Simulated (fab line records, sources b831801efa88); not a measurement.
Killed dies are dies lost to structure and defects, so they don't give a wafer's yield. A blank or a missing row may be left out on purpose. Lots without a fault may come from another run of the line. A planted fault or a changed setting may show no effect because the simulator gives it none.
fab line records | flow sfq_line
record lots=14 wafers=40 last_day=77
route steps=325 shown M1@59 M2@99 I3@134
lots that met no fault: from a run of the same line without faults
start_h: hours from the record's first day to the start of the lot's first wafer shown | wait_h: hours since the lot's step before | " the same as in the row above | L1.1+2: a row that stands for several wafers | - no value, or no start given | * or withheld: withheld | < > ~ a bound
route shown NAME@n: a module of which the file shows steps, and the number in the route of the first | usual: mean/standard deviation of fault-free wafers | same: alike in all rows | chamber/n: place in a boat | sites: the reading at each site | _std_site: their standard deviation | _edge_site: outer sites' mean less inner sites' | radius_mm: how far each site lies from the wafer's centre | mask NAME#n: copy n | behind: the tool/chamber that last shaped the wafer | hold: why the lot was held/for how many hours/how that ended | device: the transistor (n, p or np) that didn't switch | end of line: the same wafers' tests at the end of the route | a step without rows: its recipe alone | killed: dies lost to structure and defects at the first sort, not the wafer's yield | map: a wafer's dies, x killed, . not, _ none there
set.NAME: the setting as run; set.NAME@STEP: as run at that earlier step | model.NAME: the simulator's own value behind a step, which no gauge read
steps of the route over a sample of lots; a table a step, a row a wafer
services: from which hour (start_h, from the record's first day; less than 0 if before it) a tool's chamber was out of use, for how many hours, and why
## steps
# step SFQ_TRILAYER_M1_DEP_SPUTTER_037
# recipe material=Nb base_pressure_pa=1.33e-06 chamber_pressure_pa=0.1333 substrate_temp_c=20 resputter_cathode_voltage_v=400 target_thk_nm=200 power_w=2000 time_s=133.3
# usual chamber_pressure_pa=0.13329/0.00028 resputter_cathode_voltage_v=401/3.8 substrate_temp_c=20.00/0.1 throttle_valve_pct=29.9/0.86
# columns lot.wafer tool chamber start_h wait_h chamber_pressure_pa resputter_cathode_voltage_v substrate_temp_c throttle_valve_pct
L289.2 pvd_sputter-06 - 222.39 0.0 0.13316 398 19.90 30.5
L289.3 " - " " 0.13313 403 20.08 29.3
L289.5 " - " " 0.13328 404 19.98 29.2
L291.1 pvd_sputter-04 - 235.59 0.0 0.13386 401 20.04 29.0
L291.3 " - " " 0.13384 398 20.10 31.6
L291.6 " - " " 0.13374 401 20.12 29.4
L292.1 pvd_sputter-04 - 240.39 0.0 0.13331 405 19.90 31.5
L292.2 " - " " 0.1339 405 19.90 29.2
L292.6 " - " " 0.13315 401 19.97 31.6
L294.1 pvd_sputter-04 - 249.54 0.0 0.13321 401 20.04 29.9
L294.2 " - " " 0.13316 403 20.10 31.3
L294.3 " - " " 0.13288 401 19.98 29.2
L295.2 pvd_sputter-03 - 259.32 0.0 0.13383 393 20.18 30.2
L295.3 " - " " 0.13319 393 20.01 29.8
L295.5 " - " " 0.13371 397 20.05 29.8
L296.1 pvd_sputter-03 - 271.22 0.0 0.13319 397 20.21 28.9
L296.2 " - " " 0.1335 399 19.97 30.3
L296.6 " - " " 0.133 404 20.11 29.8
L297.3 pvd_sputter-04 - 285.40 0.0 0.13303 404 20.03 29.1
L297.4 " - " " 0.13298 394 19.73 29.7
L297.5 " - " " 0.13297 408 20.07 29.1
L298.1 pvd_sputter-04 - 291.40 0.0 0.13319 401 19.86 31.8
L298.3 " - " " 0.1332 392 19.91 29.8
L298.6 " - " " 0.13337 399 20.06 31.5
L299.3 pvd_sputter-04 - 304.60 0.0 0.13331 402 19.94 28.9
L299.5 " - " " 0.13346 407 19.85 29.8
L299.6 " - " " 0.13329 404 19.94 29.0
L300.1 pvd_sputter-04 - 308.20 0.0 0.13319 399 19.90 28.8
L300.2 " - " " 0.13356 399 19.93 29.3
L300.6 " - " " 0.13378 396 19.99 29.0
L304.1 pvd_sputter-04 - 337.17 0.0 0.13307 407 20.07 29.1
L304.4 " - " " 0.13292 393 20.04 29.8
L304.5 " - " " 0.13317 407 20.03 31.2
L305.2 pvd_sputter-04 - 340.77 0.0 0.13296 397 20.08 29.1
L305.4 " - " " 0.13358 403 20.09 29.1
L306.2 pvd_sputter-04 - 347.80 0.0 0.13311 404 20.09 29.5
L306.6 " - " " 0.13298 402 20.13 29.6
L312.2 pvd_sputter-06 - 383.80 0.0 0.13352 401 19.91 31.2
L312.5 " - " " 0.13375 404 19.85 31.3
L312.6 " - " " 0.13319 404 19.86 29.4
# step SFQ_M1_RS_MEAS_909
# recipe thk_meas_gauge=four-point-probe reads=Nb_of_TRILAYER_M1_DEP_SPUTTER_037
# usual M1_NB_RS=0.892/0.012
# columns lot.wafer tool chamber start_h wait_h M1_NB_RS[ohm/sq]
L289.2 film_metro-02 - 222.50 0.1 0.872
L289.3 " - " " 0.899
L289.5 " - " " 0.908
L291.1 film_metro-03 - 235.68 0.0 0.888
L291.3 " - " " 0.902
L291.6 " - " " 0.893
L292.1 film_metro-01 - 240.48 0.0 0.908
L292.2 " - " " 0.900
L292.6 " - " " 0.915
L294.1 film_metro-01 - 249.63 0.0 0.890
L294.2 " - " " 0.905
L294.3 " - " " 0.900
L295.2 film_metro-03 - 259.43 0.1 0.894
L295.3 " - " " 0.877
L295.5 " - " " 0.892
L296.1 film_metro-02 - 271.31 0.0 0.885
L296.2 " - " " 0.893
L296.6 " - " " 0.891
L297.3 film_metro-01 - 285.53 0.1 0.888
L297.4 " - " " 0.892
L297.5 " - " " 0.888
L298.1 film_metro-01 - 291.49 0.0 0.900
L298.3 " - " " 0.904
L298.6 " - " " 0.910
L299.3 film_metro-01 - 304.73 0.1 0.897
L299.5 " - " " 0.899
L299.6 " - " " 0.890
L300.1 film_metro-02 - 308.29 0.0 0.908
L300.2 " - " " 0.916
L300.6 " - " " 0.921
L304.1 film_metro-03 - 337.26 0.0 0.890
L304.4 " - " " 0.893
L304.5 " - " " 0.895
L305.2 film_metro-02 - 340.88 0.1 0.959
L305.4 " - " " 0.876
L306.2 film_metro-01 - 347.91 0.1 0.990
L306.6 " - " " 0.991
L312.2 film_metro-01 - 383.91 0.1 0.911
L312.5 " - " " 0.897
L312.6 " - " " 0.882
# step SFQ_TRILAYER_M1_ETCH_METAL_ETCH_042
# recipe target=Nb stop_on=SiO2 mask_material=PR chemistry=Cl2/Ar target_depth_nm=240 icp_w=600 bias_w=80 pressure_mtorr=10 time_s=120
# usual bias_w=80.01/0.22 drypump_motor_current_A=5.8/0.38 oes_product_au=0.893/0.0078
# columns lot.wafer tool chamber start_h wait_h bias_w drypump_motor_current_A oes_product_au rf_hours_counter_h
L289.2 rie_metal-03 1 289.30 0.0 80.02 5.3 0.912 124
L289.3 " 0 " " 80.26 5.1 0.888 -
L289.5 " 1 " " 80.32 5.3 0.885 -
L291.1 rie_metal-04 0 302.50 0.0 80.26 6.0 0.893 158
L291.3 " 1 " " 79.78 5.8 0.883 -
L291.6 " 1 " " 80.06 5.8 0.889 -
L292.1 rie_metal-04 0 306.10 0.0 80.00 6.0 0.877 159
L292.2 " 1 " " 79.97 5.8 0.884 98
L292.6 " 0 " " 79.99 6.0 0.877 -
L294.1 rie_metal-02 1 315.70 0.0 80.11 5.6 0.892 36
L294.2 " 0 " " 79.68 6.3 0.886 20
L294.3 " 1 " " 80.35 5.6 0.886 -
L295.2 rie_metal-02 0 326.50 0.0 79.99 6.4 0.895 23
L295.3 " 0 " " 79.96 6.4 0.900 -
L295.5 " 1 " " 80.13 5.6 0.897 -
L296.1 rie_metal-03 1 338.59 0.0 79.82 5.4 0.901 133
L296.2 " 0 " " 80.05 5.1 0.890 144
L296.6 " 1 " " 80.00 5.3 0.896 -
L297.3 rie_metal-04 1 349.34 0.1 80.03 5.9 0.895 -
L297.4 " 0 " " 80.01 6.0 0.897 -
L297.5 " 0 " " 80.12 6.0 0.902 -
L298.1 rie_metal-04 1 354.10 0.0 79.77 5.9 0.886 109
L298.3 " 0 " " 79.89 6.0 0.881 -
L298.6 " 1 " " 80.23 5.9 0.884 -
L299.3 rie_metal-03 1 369.74 0.1 79.61 5.3 0.895 -
L299.5 " 0 " " 80.19 5.1 0.893 -
L299.6 " 1 " " 79.44 5.3 0.896 -
L300.1 rie_metal-04 0 374.50 0.0 79.98 6.0 0.883 173
L300.2 " 1 " " 79.95 5.8 0.883 112
L300.6 " 1 " " 79.76 5.9 0.880 -
L304.1 rie_metal-03 0 400.90 0.0 80.60 5.1 0.888 154
L304.4 " 0 " " 80.39 5.1 0.891 -
L304.5 " 1 " " 79.83 5.3 0.886 -
L305.2 rie_metal-02 1 408.10 0.0 80.11 5.6 0.856 47
L305.4 " 1 " " 80.23 5.6 0.900 -
L306.2 rie_metal-04 1 414.85 0.0 80.25 5.9 0.839 119
L306.6 " 0 " " 80.23 6.0 0.842 -
L312.2 rie_metal-02 1 445.95 0.0 80.07 5.6 0.886 53
L312.5 " 1 " " 80.00 5.6 0.892 -
L312.6 " 0 " " 79.94 6.3 0.902 -
# step SFQ_TRILAYER_M2_BARC_OPEN_METAL_ETCH_077
# recipe mask_material=PR chemistry=O2 target_depth_nm=125 target=BARC icp_w=600 bias_w=80 pressure_mtorr=10 time_s=41.7
# usual bias_w=80.02/0.25 drypump_motor_current_A=5.8/0.46 oes_product_au=0.685/0.0041
# columns lot.wafer tool chamber start_h wait_h bias_w drypump_motor_current_A oes_product_au rf_hours_counter_h
L289.2 rie_metal-01 1 463.89 0.0 79.96 5.8 0.681 58
L289.3 " 1 " " 79.55 5.9 0.688 -
L289.5 " 1 " " 80.21 5.8 0.687 -
L291.1 rie_metal-01 1 475.89 0.0 80.16 5.8 0.681 60
L291.3 " 0 " " 79.73 5.0 0.685 -
L291.6 " 0 " " 80.08 5.0 0.683 -
L292.1 rie_metal-02 1 480.69 0.0 79.97 5.6 0.690 60
L292.2 " 0 " " 79.89 6.4 0.680 45
L292.6 " 1 " " 79.89 5.6 0.684 -
L294.1 rie_metal-01 1 493.89 0.0 79.81 5.8 0.678 63
L294.2 " 0 " " 80.35 5.0 0.681 75
L294.3 " 0 " " 80.16 5.0 0.691 -
L295.2 rie_metal-02 1 504.69 0.0 79.96 5.6 0.694 64
L295.3 " 0 " " 80.24 6.4 0.683 -
L295.5 " 1 " " 79.74 5.6 0.686 -
L296.1 rie_metal-01 1 515.49 0.0 80.16 5.8 0.688 67
L296.2 " 0 " " 80.03 5.0 0.678 79
L296.6 " 0 " " 79.88 5.0 0.689 -
L297.3 rie_metal-02 1 528.71 0.0 79.87 5.6 0.688 -
L297.4 " 0 " " 79.82 6.3 0.682 -
L297.5 " 0 " " 79.68 6.4 0.685 -
L298.1 rie_metal-02 1 545.40 0.0 79.66 5.6 0.689 71
L298.3 " 0 " " 80.14 6.3 0.682 -
L298.6 " 0 " " 79.73 6.4 0.683 -
L299.3 rie_metal-01 0 563.42 0.0 80.30 5.0 0.686 -
L299.5 " 1 " " 80.07 5.9 0.688 -
L299.6 " 0 " " 80.25 5.0 0.686 -
L300.1 rie_metal-04 0 568.20 0.0 80.17 6.0 0.684 6
L300.2 " 1 " " 80.34 5.8 0.691 150
L300.6 " 1 " " 79.99 5.8 0.685 -
L304.1 rie_metal-01 1 592.95 0.0 80.02 5.8 0.691 81
L304.4 " 1 " " 80.53 5.8 0.682 -
L304.5 " 1 " " 80.15 5.8 0.682 -
L305.2 rie_metal-02 1 605.95 0.0 79.61 5.6 0.692 83
L305.4 " 1 " " 80.14 5.6 0.685 -
L306.2 rie_metal-02 1 609.55 0.0 79.70 5.6 0.690 84
L306.6 " 0 " " 80.11 6.3 0.691 -
L312.2 rie_metal-02 1 645.65 0.0 79.82 5.6 0.691 91
L312.5 " 1 " " 79.70 5.6 0.690 -
L312.6 " 0 " " 80.00 6.3 0.684 -
# step SFQ_TRILAYER_I3_CMP_CMP_082
# recipe material=SiO2 down_force_psi=3 platen_rpm=60 pad_velocity_m_s=0.94248
# usual motor_current_A=10.0/0.85 platen_rpm=60.00/0.035 time_to_endpoint_s=215/9.4
# columns lot.wafer tool chamber start_h wait_h motor_current_A platen_rpm time_to_endpoint_s
L289.3 cmp-02 3 667.40 14.7 11.4 59.97 213
L289.2 " 2 668.90 16.2 10.5 60.03 227
L289.5 " 0 669.90 17.1 9.1 60.09 230
L291.1 cmp-02 1 676.40 12.9 8.7 60.01 199
L291.3 " 2 " " 10.5 59.96 223
L291.6 " 2 678.90 15.3 10.4 59.97 222
L292.2 cmp-01 2 683.73 13.2 9.9 59.93 210
L292.1 " 0 684.73 14.2 9.4 60.09 211
L292.6 " 3 686.23 15.6 9.5 60.02 210
L294.1 cmp-02 2 691.40 13.8 9.4 60.01 210
L294.2 " 3 " " 11.5 60.03 212
L294.3 " 0 " " 9.5 60.06 228
L295.2 cmp-01 1 701.73 14.5 9.7 59.99 197
L295.3 " 3 702.73 15.5 9.1 60.03 207
L295.5 " 2 704.23 17.0 9.7 59.99 227
L296.2 cmp-02 3 709.40 14.7 11.5 60.06 220
L296.1 " 1 710.40 15.7 8.8 59.96 208
L296.6 " 0 711.90 17.2 10.2 59.99 228
L297.3 cmp-01 3 716.73 16.3 9.3 60.05 204
L297.4 " 0 " " 9.1 60.03 212
L297.5 " 0 719.23 18.8 10.4 60.07 222
L298.3 cmp-02 3 736.90 22.1 11.5 59.98 226
L298.1 " 0 " " 9.8 60.03 220
L298.6 " 3 738.90 24.1 11.4 59.97 228
L299.3 cmp-02 3 752.40 26.8 11.6 59.97 206
L299.6 " 1 753.40 27.7 8.6 59.97 211
L299.5 " 2 " " 10.2 59.98 214
L300.1 cmp-02 2 757.90 27.5 10.3 60.02 208
L300.2 " 3 " " 11.4 59.98 210
L300.6 " 1 759.40 28.9 8.7 59.96 213
L304.1 cmp-01 2 786.73 31.6 9.8 60.02 216
L304.4 " 0 787.73 32.6 10.1 60.01 208
L304.5 " 3 789.23 34.1 9.3 60.00 211
L305.4 cmp-01 0 795.73 28.3 9.7 59.97 232
L305.2 " 2 796.73 29.3 9.6 60.03 229
L306.2 cmp-02 2 807.15 36.2 10.2 59.99 214
L306.6 " 1 808.65 37.6 8.8 60.05 205
L312.2 cmp-02 3 842.84 42.1 11.2 60.01 212
L312.5 " 2 844.34 43.6 10.8 60.02 223
L312.6 " 3 " " 10.9 60.01 220
# step SFQ_I3_BOW_MEAS_922
# recipe mode=bow
# usual I3_BOW=2/9.1
# columns lot.wafer tool chamber start_h wait_h I3_BOW[um]
L289.2 film_metro-04 - 670.42 1.0 -10
L289.3 " - " " -3
L289.5 " - " " -8
L291.1 film_metro-02 - 679.40 2.5 7
L291.3 " - " " 0
L291.6 " - " " 10
L292.1 film_metro-03 - 686.73 1.5 2
L292.2 " - " " 5
L292.6 " - " " -5
L294.1 film_metro-03 - 694.40 2.5 -5
L294.2 " - " " 4
L294.3 " - " " -10
L295.2 film_metro-02 - 704.75 2.5 7
L295.3 " - " " 19
L295.5 " - " " 14
L296.1 film_metro-03 - 712.40 1.5 -1
L296.2 " - " " -1
L296.6 " - " " -7
L297.3 film_metro-03 - 719.77 2.5 6
L297.4 " - " " 13
L297.5 " - " " 3
L298.1 film_metro-04 - 739.40 1.5 -5
L298.3 " - " " 3
L298.6 " - " " 7
L299.3 film_metro-03 - 754.44 1.5 -6
L299.5 " - " " -14
L299.6 " - " " -4
L300.1 film_metro-03 - 760.40 2.0 14
L300.2 " - " " 4
L300.6 " - " " 11
L304.1 film_metro-02 - 789.73 2.5 -8
L304.4 " - " " -9
L304.5 " - " " 0
L305.2 film_metro-04 - 798.75 1.5 -8
L305.4 " - " " 0
L306.2 film_metro-02 - 809.17 1.5 -10
L306.6 " - " " 0
L312.2 film_metro-03 - 845.36 2.0 -1
L312.5 " - " " 13
L312.6 " - " " 3
## services
# columns tool chamber start_h hours kind
rie_metal-02 - 231.02 1.4 pm
cmp-02 - 232.65 4.0 pm
rie_metal-02 1 271.23 4.4 repair
cmp-02 - 278.34 10.5 pm
pvd_sputter-04 - 314.72 3.4 repair
rie_metal-02 - 333.19 28.1 pm
pvd_sputter-04 - 355.20 6.6 repair
rie_metal-04 - 375.99 2.8 pm
rie_metal-02 - 384.15 3.0 repair
pvd_sputter-04 - 424.17 4.3 repair
cmp-02 - 435.21 5.2 pm
cmp-02 - 459.18 2.0 repair
rie_metal-02 - 533.04 2.8 pm
pvd_sputter-04 - 549.17 62.2 repair
cmp-02 - 572.65 4.0 pm
cmp-02 - 581.84 2.2 repair
cmp-02 - 597.98 0.6 repair
cmp-02 - 629.05 4.4 repair
pvd_sputter-04 - 665.12 4.0 repair
pvd_sputter-04 - 668.77 2.8 repair
cmp-02 - 714.28 0.7 repair
cmp-02 - 775.40 3.7 pm
pvd_sputter-04 - 802.95 2.9 repair
cmp-02 - 809.15 6.2 pm
## key
first_sign step=SFQ_M1_RS_MEAS_909 reading=M1_NB_RS direction=up sigmas=7.4 usual=0.892 struck=0.980
effect step=SFQ_TRILAYER_M1_ETCH_METAL_ETCH_042 reading=oes_product_au direction=down sigmas=6 usual=0.893 struck=0.846
met_at SFQ_TRILAYER_M1_DEP_SPUTTER_037
struck_lots L305,L306
struck_wafers L305.2,L306.2,L306.6
not_acting_at SFQ_TRILAYER_M2_BARC_OPEN_METAL_ETCH_077,SFQ_TRILAYER_I3_CMP_CMP_082,SFQ_I3_BOW_MEAS_922
onset_between 337.17 340.77
fault kind=process_parameter_drift tool=pvd_sputter-04 chamber=- onset_h=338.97 steps=SFQ_TRILAYER_M1_DEP_SPUTTER_037 channel=time_s offset=* shape=step end_h=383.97 scope=struck_wafers_only acts_in=* stated=*
